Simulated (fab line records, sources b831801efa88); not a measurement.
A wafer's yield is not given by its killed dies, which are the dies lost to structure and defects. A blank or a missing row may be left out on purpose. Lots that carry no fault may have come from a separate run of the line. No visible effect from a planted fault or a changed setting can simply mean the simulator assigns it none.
Which tool was responsible? :: flow sky130 :: 33 wafers from 11 lots sampled at 4 of the route's 708 steps

## WHAT EACH GAUGE READ, for each wafer
SKY_LI_CONTACT_CD_MEAS_12 targets a cd of 170 nm. Usual: 170.0 nm for cd-nm, sd 1.6.
lot: L413
measured: day 30 10:29
on: cd-sem-01
cd-nm (nm): 170.7 170.2 169.0
flag: 

lot: L414
measured: day 30 22:47
on: cd-sem-01
cd-nm (nm): 168.7 169.2 168.9
flag: 

lot: L416
measured: day 31 19:29
on: cd-sem-01
cd-nm (nm): 170.8 171.9 171.6
flag: 

lot: L417
measured: day 32 02:20
on: cd-sem-02
cd-nm (nm): 168.8 168.2 169.8
flag: 

lot: L421
measured: day 33 00:40
on: cd-sem-01
cd-nm (nm): 170.1 171.4 169.5
flag: 

lot: L422
measured: day 33 14:10
on: cd-sem-02
cd-nm (nm): 170.3 168.1 169.6
flag: 

lot: L426
measured: day 35 05:31
on: cd-sem-01
cd-nm (nm): 170.6 169.0 171.4
flag: 

lot: L427
measured: day 35 06:25
on: cd-sem-02
cd-nm (nm): 170.0 171.0 170.8
flag: 

lot: L432
measured: day 37 01:14
on: cd-sem-02
cd-nm (nm): 168.6 170.4 171.0
flag: 

lot: L431
measured: day 37 04:29
on: cd-sem-01
cd-nm (nm): 170.4 170.0 170.7
flag: 

lot: L430
measured: day 37 06:11
on: cd-sem-02
cd-nm (nm): 171.3 173.6 172.1
flag: 

SKY_LOCAL_INTERCONNECT_RS_MEAS_01: measures by four-point-probe. Usual: LOCAL_INTERCONNECT_TIN_RS gives 14.05 ohm/sq (standard deviation 0.16).
lot: L413
measured: day 30 11:52
on: film-metro-03
LOCAL_INTERCONNECT_TIN_RS (ohm/sq): 13.93 14.01 14.26
flag: 

lot: L414
measured: day 31 00:11
on: film-metro-03
LOCAL_INTERCONNECT_TIN_RS (ohm/sq): 13.98 13.96 14.35
flag: 

lot: L416
measured: day 31 20:52
on: film-metro-03
LOCAL_INTERCONNECT_TIN_RS (ohm/sq): 14.18 14.11 14.28
flag: 

lot: L417
measured: day 32 03:43
on: film-metro-03
LOCAL_INTERCONNECT_TIN_RS (ohm/sq): 13.91 14.03 13.93
flag: 

lot: L421
measured: day 33 02:17
on: film-metro-01
LOCAL_INTERCONNECT_TIN_RS (ohm/sq): 8.57 13.97 14.16
flag: OFF

lot: L422
measured: day 33 15:43
on: film-metro-03
LOCAL_INTERCONNECT_TIN_RS (ohm/sq): 13.83 8.55 13.95
flag: OFF

lot: L426
measured: day 35 06:54
on: film-metro-01
LOCAL_INTERCONNECT_TIN_RS (ohm/sq): 14.00 14.01 13.87
flag: 

lot: L427
measured: day 35 07:48
on: film-metro-02
LOCAL_INTERCONNECT_TIN_RS (ohm/sq): 13.92 14.08 13.96
flag: 

lot: L432
measured: day 37 02:37
on: film-metro-02
LOCAL_INTERCONNECT_TIN_RS (ohm/sq): 14.09 14.24 14.50
flag: 

lot: L431
measured: day 37 05:52
on: film-metro-03
LOCAL_INTERCONNECT_TIN_RS (ohm/sq): 13.80 13.89 14.10
flag: 

lot: L430
measured: day 37 07:34
on: film-metro-03
LOCAL_INTERCONNECT_TIN_RS (ohm/sq): 14.16 14.32 14.20
flag: 

SKY_LOCAL_INTERCONNECT_THK_MEAS_02: measures by xrf. Usual: LOCAL_INTERCONNECT_TIN_THK gives 101.5 nm (standard deviation 1.2).
lot: L413
measured: day 30 11:58
on: film-metro-03
LOCAL_INTERCONNECT_TIN_THK (nm): 101.8 101.7 99.6
flag: 

lot: L414
measured: day 31 00:18
on: film-metro-03
LOCAL_INTERCONNECT_TIN_THK (nm): 101.6 101.1 98.6
flag: 

lot: L416
measured: day 31 20:59
on: film-metro-03
LOCAL_INTERCONNECT_TIN_THK (nm): 100.5 100.3 99.3
flag: 

lot: L417
measured: day 32 03:50
on: film-metro-03
LOCAL_INTERCONNECT_TIN_THK (nm): 102.7 101.8 102.1
flag: 

lot: L421
measured: day 33 02:24
on: film-metro-01
LOCAL_INTERCONNECT_TIN_THK (nm): 164.3 101.9 100.7
flag: OFF

lot: L422
measured: day 33 15:50
on: film-metro-03
LOCAL_INTERCONNECT_TIN_THK (nm): 103.1 163.6 102.0
flag: OFF

lot: L426
measured: day 35 07:00
on: film-metro-01
LOCAL_INTERCONNECT_TIN_THK (nm): 102.3 101.9 102.8
flag: 

lot: L427
measured: day 35 07:55
on: film-metro-02
LOCAL_INTERCONNECT_TIN_THK (nm): 102.7 102.0 102.5
flag: 

lot: L432
measured: day 37 02:43
on: film-metro-02
LOCAL_INTERCONNECT_TIN_THK (nm): 101.5 100.7 98.7
flag: 

lot: L431
measured: day 37 05:59
on: film-metro-03
LOCAL_INTERCONNECT_TIN_THK (nm): 102.5 101.7 100.8
flag: 

lot: L430
measured: day 37 07:40
on: film-metro-03
LOCAL_INTERCONNECT_TIN_THK (nm): 100.4 98.8 99.9
flag: 

## TOOL THAT RAN EACH LOT (tool first, then ch and the chambers of the sampled wafers, then the start)
lot: L413
SKY_LOCAL_INTERCONNECT_SPUTTER_00: pvd-sputter-04, day 30 11:47

lot: L414
SKY_LOCAL_INTERCONNECT_SPUTTER_00: pvd-sputter-01, day 31 00:07

lot: L416
SKY_LOCAL_INTERCONNECT_SPUTTER_00: pvd-sputter-04, day 31 20:47

lot: L417
SKY_LOCAL_INTERCONNECT_SPUTTER_00: pvd-sputter-02, day 32 03:38

lot: L421
SKY_LOCAL_INTERCONNECT_SPUTTER_00: pvd-sputter-02, day 33 02:13

lot: L422
SKY_LOCAL_INTERCONNECT_SPUTTER_00: pvd-sputter-02, day 33 15:39

lot: L426
SKY_LOCAL_INTERCONNECT_SPUTTER_00: pvd-sputter-01, day 35 06:48

lot: L427
SKY_LOCAL_INTERCONNECT_SPUTTER_00: pvd-sputter-01, day 35 07:44

lot: L432
SKY_LOCAL_INTERCONNECT_SPUTTER_00: pvd-sputter-04, day 37 02:32

lot: L431
SKY_LOCAL_INTERCONNECT_SPUTTER_00: pvd-sputter-02, day 37 05:48

lot: L430
SKY_LOCAL_INTERCONNECT_SPUTTER_00: pvd-sputter-02, day 37 07:29
- SKY_LOCAL_INTERCONNECT_SPUTTER_00: material TiN, target thk 100 nm, time 83.3 s.

## AS READ BY THE TOOLS THEMSELVES (means over the sampled wafers that have a number; for cases with no such wafer, the mark the record gives instead)
SKY_LOCAL_INTERCONNECT_SPUTTER_00. Usual: 29.5 % for throttle-valve-pct, sd 0.96.
lot: L413
tool: pvd-sputter-04
throttle-valve-pct (%): 29.9
flag: 

lot: L414
tool: pvd-sputter-01
throttle-valve-pct (%): 28.8
flag: 

lot: L416
tool: pvd-sputter-04
throttle-valve-pct (%): 29.9
flag: 

lot: L417
tool: pvd-sputter-02
throttle-valve-pct (%): 30.5
flag: 

lot: L421
tool: pvd-sputter-02
throttle-valve-pct (%): 29.8
flag: 

lot: L422
tool: pvd-sputter-02
throttle-valve-pct (%): 29.6
flag: 

lot: L426
tool: pvd-sputter-01
throttle-valve-pct (%): 29.7
flag: 

lot: L427
tool: pvd-sputter-01
throttle-valve-pct (%): 28.8
flag: 

lot: L432
tool: pvd-sputter-04
throttle-valve-pct (%): 29.0
flag: 

lot: L431
tool: pvd-sputter-02
throttle-valve-pct (%): 30.2
flag: 

lot: L430
tool: pvd-sputter-02
throttle-valve-pct (%): 29.6
flag: 

## THE ANSWER, worked out from the rows above alone
Rule: a lot is off if the mean of its wafers that have a number lies more than 3 standard deviations from the usual mean. A lot without any number at a reading at which 4 lots or more have one is off too. All remaining lots with rows at the step are treated as sound. The gauges are gone through in route order, then the tools' own readings, and for those a lot's mean is taken as printed above. The first step at which some lot is off is used, and at that step the reading that is off furthest; a lot without a number counts as furthest.
Off: at SKY_LOCAL_INTERCONNECT_RS_MEAS_01 (LOCAL_INTERCONNECT_TIN_RS), L421, L422.
A tool fits if, at a process step before that reading, it ran every lot that is off, and no sound lot after the first of them. Gauges at SKY_LOCAL_INTERCONNECT_RS_MEAS_01: tried the same way as those tools. Of those tried, none fits.

## WHAT WAS PUT IN BY THE SIMULATOR
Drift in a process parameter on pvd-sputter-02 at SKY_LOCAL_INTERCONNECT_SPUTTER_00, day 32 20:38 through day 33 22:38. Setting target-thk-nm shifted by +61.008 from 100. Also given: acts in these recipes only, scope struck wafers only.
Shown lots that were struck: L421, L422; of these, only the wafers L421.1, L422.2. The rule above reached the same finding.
